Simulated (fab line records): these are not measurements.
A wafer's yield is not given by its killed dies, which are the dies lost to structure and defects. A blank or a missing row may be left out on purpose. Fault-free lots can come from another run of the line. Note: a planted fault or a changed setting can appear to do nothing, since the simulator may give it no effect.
A lot that was struck, set against a sound lot / flow sky130 / 25 out of 708 route steps
Sound: the wafers L317.2, L317.5, L317.6. Struck: wafers L306.2, L306.3, L306.6. The cause comes at the end.
Each step with rows lists, per side, the tool, then ch with its chambers, then its first start. Under that, the readings that differ: sound wafers / struck wafers / difference of the means / sigmas: that difference in standard deviations of wafers without a fault.
alike: words and numbers the same on both sides, and readings whose means are apart by under 2 such deviations; not compared: readings that were withheld, readings missing a value for some wafer, numbers with overlapping values and no deviation given by the record, and bounds like >300 which may hide the same value.
The two part at a step that has a row with sigmas, a row that says differs or no value, or rows on one side only. Numbers that have no deviation but don't overlap get no sigmas and don't part them. Lack of a reading on every wafer of one side parts them only where that side has two or more wafers.

SKY_VIA2_SPUTTER_20: material TiN, target thk 20 nm, time 80 s.
  sound on pvd sputter-04, day 40 18:08; struck on pvd sputter-02, day 37 05:29
  alike: cathode dc power W, chamber pressure pa, throttle valve pct
SKY_VIA2_CVD_21: deposits W, target thk 420 nm, time 126.4 s.
  sound on cvd w-02 ch 0,1, day 40 18:11; struck on cvd w-02 ch 0, day 37 05:35
  alike: heater power w
SKY_VIA2_RS_MEAS_22: measurement is done with a four-point probe.
  sound on film metro-04, day 40 18:20; struck on film metro-01, day 37 05:49
  alike: VIA2_W_RS
SKY_VIA2_THK_MEAS_23: measures by xrf.
  sound on film metro-04, day 40 18:27; struck on film metro-01, day 37 05:56
  alike: VIA2_W_THK
then, 4 steps without rows for these wafers: SKY_VIA2_CMP_24 (polishes, stops on SiO2, t overpolish 20 s, target thk 0 nm); SKY_METAL3_SPUTTER_00 (material Ti, target thk 15 nm, time 10 s); SKY_METAL3_SPUTTER_01 (material TiN, target thk 20 nm, time 16.7 s); SKY_METAL3_SPUTTER_02 (material AlCu, target thk 735 nm, time 39.1 s).
SKY_METAL3_SPUTTER_03: material Ti, target thk 5 nm, time 3.3 s.
  sound on pvd sputter-01, day 40 18:53; struck on pvd sputter-04, day 37 06:22
  alike: cathode dc power W, chamber pressure pa, throttle valve pct
then, 1 step without rows for these wafers: SKY_METAL3_SPUTTER_04 (material TiN, target thk 70 nm, time 58.3 s).
SKY_CAPM_CVD_00: deposits SiO2, target thk 15.5 nm.
  sound on pecvd-03 ch 0,1, day 40 18:57; struck on pecvd-01 ch 0,1,2, day 37 06:26
  alike: heater power w
SKY_CAPM_THK_MEAS_01:
  sound on film metro-04, day 40 18:59; struck on film metro-04, day 37 06:28
  alike: CAPM_CVD_00_THK
SKY_CAPM_SPUTTER_02: material TiN, target thk 200 nm, time 166.7 s.
  sound on pvd sputter-03, day 40 19:02; struck on pvd sputter-03, day 37 06:31
  no value came back on the struck wafers for cathode dc power W (W), chamber pressure pa (Pa), throttle valve pct (%); on the sound wafers cathode dc power W (W) reads 6498.0 6500.5 6500.6
SKY_CAPM_RS_MEAS_03: measurement is done with a four-point probe.
  sound on film metro-03, day 40 19:10; struck on film metro-01, day 37 06:38
reading=CAPM_TIN_RS (ohm/sq); sound=6.93 6.86 6.91; struck=- - -; difference=no value on the struck wafers; sigmas=
SKY_CAPM_THK_MEAS_04: measures by xrf.
  sound on film metro-03, day 40 19:16; struck on film metro-01, day 37 06:45
reading=CAPM_TIN_THK (nm); sound=203.3 205.2 203.2; struck=<0.0 <0.0 <0.0; difference=differs; sigmas=
then, 7 steps without rows for these wafers: SKY_CAPM_DEHYDRATE_05 (time 60 s); SKY_CAPM_HMDS_06 (prime time 60 s); SKY_CAPM_COAT_07 (resist thk 1140 nm); SKY_CAPM_SOFTBAKE_08 (time 60 s); SKY_CAPM_EXPOSE_09 (exposes mask CAPM, target cd 1000 nm); SKY_CAPM_PEB_10; SKY_CAPM_DEVELOP_11 (develop time 60 s).
SKY_CAPM_OVL_MEAS_12:
  sound on overlay-01, day 41 17:53; struck on overlay-01, day 38 07:22
  alike: CAPM_OVL
SKY_CAPM_METAL_ETCH_13: etches TiN in Cl2/BCl3, stops on SiO2, target depth 220 nm, time 62.9 s.
  sound on rie metal-01 ch 0,1, day 41 17:55; struck on rie metal-04 ch 0,1, day 38 07:24
reading=oes product au (a.u.); sound=0.934 0.943 0.946; struck=0.380 0.379 0.378; difference=-0.562; sigmas=-75
reading=throttle valve pct (%); sound=21.901 21.908 21.903; struck=22.248 22.277 22.263; difference=+0.359; sigmas=+36
  alike: drypump motor current A, mfc cl2 sccm
  not compared: rf hours counter h
SKY_CAPM_STRIP_14: strips in O2/N2.
  sound on plasma asher-03 ch 0,1, day 41 18:00; struck on plasma asher-03 ch 0,1, day 38 07:29
  alike: drypump motor current A, oes product au, strip time to endpoint s
  not compared: rf hours counter h

== WHERE THEY PART ==
At SKY_CAPM_SPUTTER_02 first; at SKY_CAPM_METAL_ETCH_13 last (within this record only). Later steps at which nothing parts them and some readings are alike: SKY_CAPM_STRIP_14.

WHY: what had been put in by the simulator
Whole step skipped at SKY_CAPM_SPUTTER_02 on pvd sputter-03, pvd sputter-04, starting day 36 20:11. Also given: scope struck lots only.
